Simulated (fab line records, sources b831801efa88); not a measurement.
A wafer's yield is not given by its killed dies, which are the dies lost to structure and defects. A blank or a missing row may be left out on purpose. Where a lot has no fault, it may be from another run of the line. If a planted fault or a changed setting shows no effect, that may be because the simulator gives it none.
A lot that was struck, set against a sound lot / flow gf180mcu / 16 out of 602 route steps
Sound: the wafers L662.1, L662.4, L662.6. Struck: wafer L651.2; the same lot's L651.6 was not struck, so it is left out; see the end for the cause.
Each step with rows lists, per side, the tool, then ch with its chambers, then its first start. Under that, the readings that differ: sound wafers / struck wafers / difference of the means / sigmas: that difference in standard deviations of wafers without a fault.
alike: same words and numbers on both sides, and readings whose means sit less than 2 such deviations apart. not compared: any withheld reading, any reading some wafer has no value for, any bound like >300 that may hide the same value, and any number with overlapping values for which the record gives no deviation.
Wherever a step has rows on one side only, a row that says differs or no value, or a row with sigmas, the two part there. Numbers that have no deviation but don't overlap get no sigmas and don't part them. A reading that every wafer of one side lacks parts them only if that side has two wafers or more.

GF_TOP_METAL_SPUTTER_04: material TiN, target thk 25 nm, time 20.8 s.
  sound on pvd_sputter-02 at day 32 21:47; struck on pvd_sputter-01 at day 30 02:53
  alike: throttle_valve_pct
GF_TOP_METAL_RS_MEAS_05: measures by four-point-probe.
  sound on film_metro-03 at day 32 21:49; struck on film_metro-02 at day 30 02:56
  alike: TOP_METAL_ALCU_RS
GF_TOP_METAL_THK_MEAS_06: measures by xrf.
  sound on film_metro-03 at day 32 21:56; struck on film_metro-02 at day 30 03:02
  alike: TOP_METAL_ALCU_THK
then, 7 steps without rows for these wafers: GF_TOP_METAL_DEHYDRATE_07 (time 60 s); GF_TOP_METAL_HMDS_08 (prime time 60 s); GF_TOP_METAL_COAT_09 (resist thk 1500 nm); GF_TOP_METAL_SOFTBAKE_10 (time 60 s); GF_TOP_METAL_EXPOSE_11 (exposes mask MetalTop, target cd 440 nm); GF_TOP_METAL_PEB_12; GF_TOP_METAL_DEVELOP_13 (develop time 60 s).
GF_TOP_METAL_CD_MEAS_14: target cd 440 nm.
  sound on cd_sem-02 at day 33 12:24; struck on cd_sem-02 at day 30 21:25
  alike: cd_nm
GF_TOP_METAL_OVL_MEAS_15:
  sound on overlay-02 at day 33 12:31; struck on overlay-01 at day 30 21:32
  alike: TOP_METAL_OVL
GF_TOP_METAL_METAL_ETCH_16: etches the open film in Cl2/BCl3, stops on SiO2, target depth 1077.5 nm, time 179.6 s.
  sound on rie_metal-01 ch 0,1, day 33 12:34; struck on rie_metal-01 ch 0, day 30 21:34
reading=oes_product_au (a.u.); sound=0.968 0.966 0.973; struck=0.915; difference=-0.054; sigmas=-7
reading=throttle_valve_pct (%); sound=28.265 28.239 28.261; struck=28.331; difference=+0.076; sigmas=+8
reading=model.etch.depth_nm (nm); sound=1017 1031 1025; struck=911.3; difference=-113.0; sigmas=
reading=model.TOP_METAL.feature_depth_nm (nm); sound=1017 1031 1025; struck=911.3; difference=-113.0; sigmas=
reading=model.NOVOLAK_of_TOP_METAL_COAT_09.thk_nm (nm); sound=1064 1052 1062; struck=1135; difference=+76; sigmas=
  alike: bias_w, drypump_motor_current_A, mfc_cl2_sccm
  not compared: rf_hours_counter_h
GF_TOP_METAL_STRIP_17: strips in O2/N2.
  sound on plasma_asher-04 ch 0,1, day 33 12:44; struck on plasma_asher-04 ch 0, day 30 21:44
reading=strip_time_to_endpoint_s (s); sound=13.38 13.24 13.36; struck=14.23; difference=+0.90; sigmas=+10
  alike: drypump_motor_current_A, heater_power_w, oes_product_au
  not compared: rf_hours_counter_h
then, 1 step without rows for these wafers: GF_TOP_METAL_STRIP_18 (strips in post etch residue remover, time 1200 s).
GF_PASSIVATION_PROBE_99:
  sound on prober-02 at day 34 06:43; struck on prober-01 at day 31 18:19
reading=model.etest.diode_dnwell_sub.over_limit; sound=0 0 0; struck=1; difference=+1; sigmas=
reading=model.etest.met1_comb.over_limit; sound=0 0 0; struck=1; difference=+1; sigmas=
reading=model.etest.npoly_u.short; sound=0 0 0; struck=1; difference=+1; sigmas=
reading=model.etest.npoly_sal.short; sound=0 0 0; struck=1; difference=+1; sigmas=
reading=model.etest.contact_diode_array.over_limit; sound=0 0 0; struck=1; difference=+1; sigmas=
reading=model.etest.nmos_3p3_min.short; sound=0 0 0; struck=1; difference=+1; sigmas=
reading=model.etest.iso_nwell_nwell.over_limit; sound=0 0 0; struck=1; difference=+1; sigmas=
reading=model.etest.diode_nplus_pwell.over_limit; sound=0 0 0; struck=1; difference=+1; sigmas=

## WHERE THEY PART
First at GF_TOP_METAL_METAL_ETCH_16; last, within this record, at GF_TOP_METAL_STRIP_17.

WHY: what the simulator had put in
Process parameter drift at GF_TOP_METAL_METAL_ETCH_16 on rie_metal-01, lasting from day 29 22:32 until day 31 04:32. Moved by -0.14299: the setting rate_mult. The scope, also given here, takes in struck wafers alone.
